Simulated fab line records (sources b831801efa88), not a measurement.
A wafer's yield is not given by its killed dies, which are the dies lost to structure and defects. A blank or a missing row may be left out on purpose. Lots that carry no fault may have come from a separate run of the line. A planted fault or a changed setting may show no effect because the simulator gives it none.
fab line records | flow sfq-line
record: lots: 5 | wafers: 15 | last-day: 75
route steps=325 shown M2@102 I2@103
lots that met no fault: from a run of the same line without faults
start-h: the number of hours between the record's first day and the start of the first shown wafer of the lot | wait-h: hours since the lot's step before | " identical to the entry in the row above | L1.1+2: a row that stands for several wafers | - value missing, or start not given | * or withheld: withheld | < > ~ a bound
route shown NAME@n: names a module that has steps shown in the file, with the first one's number in the route | usual: mean and standard deviation over wafers with no fault | same: alike in all rows | chamber/n: place in a boat | sites: readings site by site | _std_site: their standard deviation | _edge_site: mean of outer sites minus mean of inner sites | radius-mm: for every site, how far away it sits from the centre of the wafer | mask NAME#n: copy n | behind: the most recent tool/chamber to have shaped the wafer | hold: cause of the lot's hold/its duration in hours/its outcome | device: the transistor (n, p or np) that didn't switch | end of line: the same wafers' tests at the end of the route | a step with no rows: only its recipe | killed: count of dies lost to structure and defects at first sort (not the wafer's yield) | map: a wafer's dies, marking killed ones x, the rest . and places with no die _
set.NAME: setting as actually run; set.NAME@STEP: the setting as run at that earlier step | model.NAME: the simulator's own value behind a step, which no gauge read
a table for each step, a row for each wafer; lots at some steps of the route
services: a tool's chamber out of use, with start hour (start-h, from the record's first day; less than 0 if before it), hours out, and reason
== steps ==
step: SFQ_TRILAYER_M2_STRIP_SOLV_CLEAN_062
recipe: chemistry: NMP | temp-c: 70 | time-s: 600
step: SFQ_TRILAYER_I2_DEP_PECVD_063
recipe: material: SiO2 | temp-c: 150 | time-s: 111.11 | pressure-torr: 2.4 | rf-w: 183.3 | precursor: SiH4/N2O | target-thk-nm: 500
usual: heater-power-w: 86/16 | throttle-valve-pct: 24.5/1.3
same: time-s: 111.11
lot.wafer | tool     | chamber | start-h | wait-h | heater-power-w | throttle-valve-pct
L776.2    | pecvd-01 | 0       | 570.73  | 0.0    | 83             | 26.3
L776.4    | "        | 2       | "       | "      | 74             | 25.5
L776.5    | "        | 0       | "       | "      | 66             | 26.1
L780.1    | pecvd-03 | 2       | 623.80  | 0.0    | 91             | 24.1
L780.3    | "        | 0       | "       | "      | 97             | 22.7
L780.5    | "        | 2       | "       | "      | 95             | 24.0
L785.1    | pecvd-02 | 2       | 662.78  | 0.0    | 127            | 23.9
L785.3    | "        | 0       | "       | "      | 90             | 21.9
L785.6    | "        | 0       | "       | "      | 95             | 21.9
L787.2    | pecvd-02 | 1       | 675.98  | 0.0    | 73             | 24.0
L787.4    | "        | 2       | "       | "      | 127            | 24.0
L787.5    | "        | 1       | "       | "      | 76             | 23.9
L790.4    | pecvd-01 | 2       | 721.17  | 0.0    | 64             | 25.4
L790.5    | "        | 1       | "       | "      | 83             | 24.9
L790.6    | "        | 0       | "       | "      | 76             | 26.4
step: SFQ_TRILAYER_I2_CMP_CMP_064
recipe: material: SiO2 | down-force-psi: 3 | platen-rpm: 60 | pad-velocity-m-s: 0.94248
usual: motor-current-A: 10.5/1 | slurry-filter-dp-kPa: 13.51/0.14 | time-to-endpoint-s: 216/6.3
lot.wafer | tool   | chamber | start-h | wait-h | motor-current-A | slurry-filter-dp-kPa | time-to-endpoint-s
L776.2    | cmp-02 | 0       | 572.48  | 1.7    | 11.9            | 13.51                | 215
L776.4    | "      | 1       | "       | "      | 10.5            | 13.31                | 213
L776.5    | "      | 3       | 573.98  | 3.2    | 9.2             | 13.72                | 214
L780.3    | cmp-01 | 0       | 635.94  | 12.1   | 11.2            | 13.61                | 223
L780.1    | "      | 2       | 636.94  | 13.1   | 9.4             | 13.29                | 218
L780.5    | "      | 0       | 637.94  | 14.1   | 10.6            | 13.59                | 223
L785.3    | cmp-02 | 1       | 678.82  | 16.0   | 10.1            | 13.61                | 216
L785.1    | "      | 3       | 679.82  | 17.0   | 9.7             | 13.44                | 217
L785.6    | "      | 0       | "       | "      | 11.2            | 13.59                | 229
L787.2    | cmp-02 | 1       | 694.83  | 18.8   | 10.6            | 13.84                | 205
L787.4    | "      | 2       | "       | "      | 10.8            | 13.77                | 209
L787.5    | "      | 0       | 696.33  | 20.3   | 10.9            | 13.30                | 215
L790.4    | cmp-01 | 2       | 741.69  | 20.5   | 9.0             | 13.39                | 212
L790.6    | "      | 1       | 743.19  | 22.0   | 9.8             | 13.42                | 223
L790.5    | "      | 2       | "       | "      | 9.3             | 13.59                | 224
step: SFQ_I2_BOW_MEAS_917
recipe: mode: bow
usual: I2_BOW: 1/7.9
lot.wafer | tool          | chamber | start-h | wait-h | I2_BOW[um]
L776.2    | film-metro-03 | -       | 574.50  | 1.5    | -9
L776.4    | "             | -       | "       | "      | -4
L776.5    | "             | -       | "       | "      | -13
L780.1    | film-metro-02 | -       | 638.94  | 1.5    | 14
L780.3    | "             | -       | "       | "      | 12
L780.5    | "             | -       | "       | "      | -2
L785.1    | film-metro-03 | -       | 681.32  | 1.0    | -1
L785.3    | "             | -       | "       | "      | 14
L785.6    | "             | -       | "       | "      | -3
L787.2    | film-metro-03 | -       | 697.35  | 2.0    | 4
L787.4    | "             | -       | "       | "      | -2
L787.5    | "             | -       | "       | "      | 9
L790.4    | film-metro-04 | -       | 744.25  | 2.1    | -3
L790.5    | "             | -       | "       | "      | 13
L790.6    | "             | -       | "       | "      | 4
step: SFQ_TRILAYER_I2_METRO_MEASURE_065
usual: thk-nm: 200.2/0.88
lot.wafer | tool          | chamber | start-h | wait-h | thk-nm
L776.2    | film-metro-03 | -       | 574.80  | 0.3    | 200.1
L776.4    | "             | -       | "       | "      | 199.7
L776.5    | "             | -       | "       | "      | 200.0
L780.1    | film-metro-02 | -       | 639.06  | 0.1    | 200.8
L780.3    | "             | -       | "       | "      | 201.6
L780.5    | "             | -       | "       | "      | 200.6
L785.1    | film-metro-03 | -       | 681.44  | 0.1    | 200.4
L785.3    | "             | -       | "       | "      | 200.7
L785.6    | "             | -       | "       | "      | 200.6
L787.2    | film-metro-03 | -       | 697.65  | 0.3    | 199.4
L787.4    | "             | -       | "       | "      | 201.0
L787.5    | "             | -       | "       | "      | 201.1
L790.4    | film-metro-04 | -       | 744.91  | 0.6    | 200.0
L790.5    | "             | -       | "       | "      | 200.1
L790.6    | "             | -       | "       | "      | 199.9
step: SFQ_TRILAYER_I2_VIA_LITHO_COAT_072
recipe: resist: BARC | spin-rpm: 3000 | resist-thk-nm: 62
step: SFQ_TRILAYER_I2_VIA_LITHO_COAT_067
recipe: resist: KrF | spin-rpm: 3000 | resist-thk-nm: 650
step: SFQ_TRILAYER_I2_VIA_LITHO_SOFTBAKE_071
recipe: temp-c: withheld | time-s: withheld | resist: KrF
step: SFQ_TRILAYER_I2_VIA_LITHO_EXPOSE_068
recipe: mask-id: I2 | na: 0.6 | source-shape: conventional | sigma-outer: 0.65 | target-cd-nm: 500 | dose-mj: 21.3
step: SFQ_TRILAYER_I2_VIA_LITHO_PEB_070
recipe: peb-temp-c: 115 | peb-time-s: 60 | resist: KrF
step: SFQ_TRILAYER_I2_VIA_LITHO_DEVELOP_069
recipe: time-s: 60 | resist: KrF
step: SFQ_I2_OVL_MEAS_918
usual: I2_OVL: 2/5.8
lot.wafer | tool       | chamber | start-h | wait-h | I2_OVL[nm]
L776.2    | overlay-01 | -       | 679.80  | 0.1    | 10
L776.4    | "          | -       | "       | "      | 7
L776.5    | "          | -       | "       | "      | 4
L780.1    | overlay-02 | -       | 745.14  | 0.1    | 1
L780.3    | "          | -       | "       | "      | -3
L780.5    | "          | -       | "       | "      | -4
L785.1    | overlay-02 | -       | 795.33  | 0.1    | 3
L785.3    | "          | -       | "       | "      | -3
L785.6    | "          | -       | "       | "      | -2
L787.2    | overlay-02 | -       | 809.59  | 0.1    | 4
L787.4    | "          | -       | "       | "      | 4
L787.5    | "          | -       | "       | "      | 10
L790.4    | overlay-01 | -       | 846.81  | 0.1    | 2
L790.5    | "          | -       | "       | "      | 6
L790.6    | "          | -       | "       | "      | 2
step: SFQ_TRILAYER_I2_VIA_BARC_OPEN_VIA_ETCH_096
recipe: mask-material: PR | chemistry: O2 | target-depth-nm: 125 | target: BARC | source-w: 500 | bias-w: 80 | pressure-mtorr: 30 | time-s: 41.7
usual: bias-w: 79.98/0.26 | drypump-motor-current-A: 5.5/0.39 | oes-product-au: 0.685/0.005
same: time-s: 41.7
lot.wafer | tool        | chamber | start-h | wait-h | bias-w | drypump-motor-current-A | oes-product-au | rf-hours-counter-h
L776.2    | rie-diel-03 | 2       | 679.83  | 0.0    | 79.95  | 5.5                     | 0.679          | 6
L776.4    | "           | 0       | "       | "      | 80.26  | 6.0                     | 0.684          | 0
L776.5    | "           | 3       | "       | "      | 79.72  | 6.2                     | 0.685          | -
L780.1    | rie-diel-02 | 0       | 745.17  | 0.0    | 80.42  | 5.7                     | 0.683          | 0
L780.3    | "           | 3       | "       | "      | 80.28  | 6.0                     | 0.687          | 11
L780.5    | "           | 2       | "       | "      | 80.38  | 6.0                     | 0.683          | -
L785.1    | rie-diel-02 | 0       | 795.37  | 0.0    | 79.88  | 5.7                     | 0.684          | 1
L785.3    | "           | 3       | "       | "      | 88.52  | 6.0                     | 0.686          | 12
L785.6    | "           | 3       | "       | "      | 88.70  | 6.0                     | 0.692          | -
L787.2    | rie-diel-04 | 2       | 809.62  | 0.0    | 79.97  | 5.4                     | 0.684          | 30
L787.4    | "           | 1       | "       | "      | 80.10  | 5.8                     | 0.690          | 4
L787.5    | "           | 3       | "       | "      | 80.18  | 4.9                     | 0.688          | -
L790.4    | rie-diel-04 | 2       | 846.84  | 0.0    | 79.51  | 5.4                     | 0.680          | -
L790.5    | "           | 3       | "       | "      | 79.98  | 4.9                     | 0.684          | -
L790.6    | "           | 1       | "       | "      | 80.05  | 5.8                     | 0.683          | -
step: SFQ_TRILAYER_I2_VIA_ETCH_VIA_ETCH_070
recipe: target: SiO2 | stop-on: Nb | mask-material: PR | taper-deg: 20 | chemistry: CHF3 | target-depth-nm: 260 | source-w: 500 | bias-w: 80 | pressure-mtorr: 30 | time-s: withheld
usual: bias-w: 79.97/0.24 | drypump-motor-current-A: 5.5/0.39 | oes-product-au: 0.855/0.0049
lot.wafer | tool        | chamber | start-h | wait-h | bias-w | drypump-motor-current-A | oes-product-au
L776.2    | rie-diel-03 | 2       | 679.86  | 0.0    | 79.94  | 5.5                     | 0.853
L776.4    | "           | 0       | "       | "      | 80.13  | 6.0                     | 0.859
L776.5    | "           | 3       | "       | "      | 80.00  | 6.2                     | 0.853
L780.1    | rie-diel-02 | 0       | 745.21  | 0.0    | 80.11  | 5.7                     | 0.852
L780.3    | "           | 3       | "       | "      | 79.88  | 6.0                     | 0.858
L780.5    | "           | 2       | "       | "      | 80.04  | 6.0                     | 0.863
L785.1    | rie-diel-02 | 0       | 795.41  | 0.0    | 79.72  | 5.8                     | 0.857
L785.3    | "           | 3       | "       | "      | 80.16  | 6.0                     | 0.858
L785.6    | "           | 3       | "       | "      | 79.86  | 6.0                     | 0.852
L787.2    | rie-diel-04 | 2       | 809.66  | 0.0    | 80.08  | 5.4                     | 0.853
L787.4    | "           | 1       | "       | "      | 79.94  | 5.8                     | 0.854
L787.5    | "           | 3       | "       | "      | 79.85  | 4.9                     | 0.867
L790.4    | rie-diel-04 | 2       | 846.92  | 0.1    | 79.97  | 5.4                     | 0.853
L790.5    | "           | 3       | "       | "      | 79.79  | 4.9                     | 0.858
L790.6    | "           | 1       | "       | "      | 80.02  | 5.8                     | 0.847
== services ==
tool          | chamber | start-h | hours | kind
rie-diel-02   | 2       | 549.13  | 39.6  | repair
pecvd-02      | -       | 563.75  | 14.0  | pm
pecvd-02      | -       | 570.65  | 1.0   | repair
pecvd-01      | 1       | 571.39  | 7.0   | repair
cmp-02        | -       | 577.48  | 4.0   | pm
pecvd-02      | 2       | 579.24  | 5.7   | repair
rie-diel-04   | 3       | 622.18  | 107.6 | repair
cmp-02        | -       | 628.74  | 7.6   | pm
rie-diel-04   | -       | 653.88  | 0.6   | repair
film-metro-03 | -       | 656.92  | 1.9   | pm
rie-diel-02   | 1       | 663.58  | 6.0   | repair
film-metro-03 | -       | 676.72  | 1.3   | pm
rie-diel-04   | 0       | 692.51  | 5.2   | repair
rie-diel-02   | 3       | 695.10  | 1.7   | repair
rie-diel-02   | 2       | 698.29  | 11.8  | repair
film-metro-03 | -       | 733.26  | 1.0   | pm
film-metro-03 | -       | 738.83  | 1.6   | pm
rie-diel-02   | 3       | 762.68  | 6.5   | repair
rie-diel-04   | 0       | 772.96  | 9.5   | repair
rie-diel-04   | 2       | 803.85  | 3.6   | repair
film-metro-03 | -       | 828.82  | 0.6   | pm
rie-diel-04   | 0       | 836.30  | 12.3  | repair
cmp-02        | -       | 844.54  | 1.9   | repair
cmp-02        | -       | 844.71  | 1.2   | repair
== key ==
first-sign: step: SFQ_TRILAYER_I2_VIA_BARC_OPEN_VIA_ETCH_096 | reading: bias-w | direction: up | sigmas: 33 | usual: 79.98 | struck: 88.61
effect none on later readings
met-at SFQ_TRILAYER_I2_VIA_BARC_OPEN_VIA_ETCH_096
struck-wafers L785.3,L785.6
onset-between 745.17 795.37
fault: kind: process-parameter-drift | tool: rie-diel-02 | chamber: 3 | onset-h: 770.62 | steps: SFQ_TRILAYER_I2_VIA_BARC_OPEN_VIA_ETCH_096 | channel: bias-w | offset: 8.6289 | shape: step | end-h: 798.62 | acts-in: these-recipes-only | stated: 80
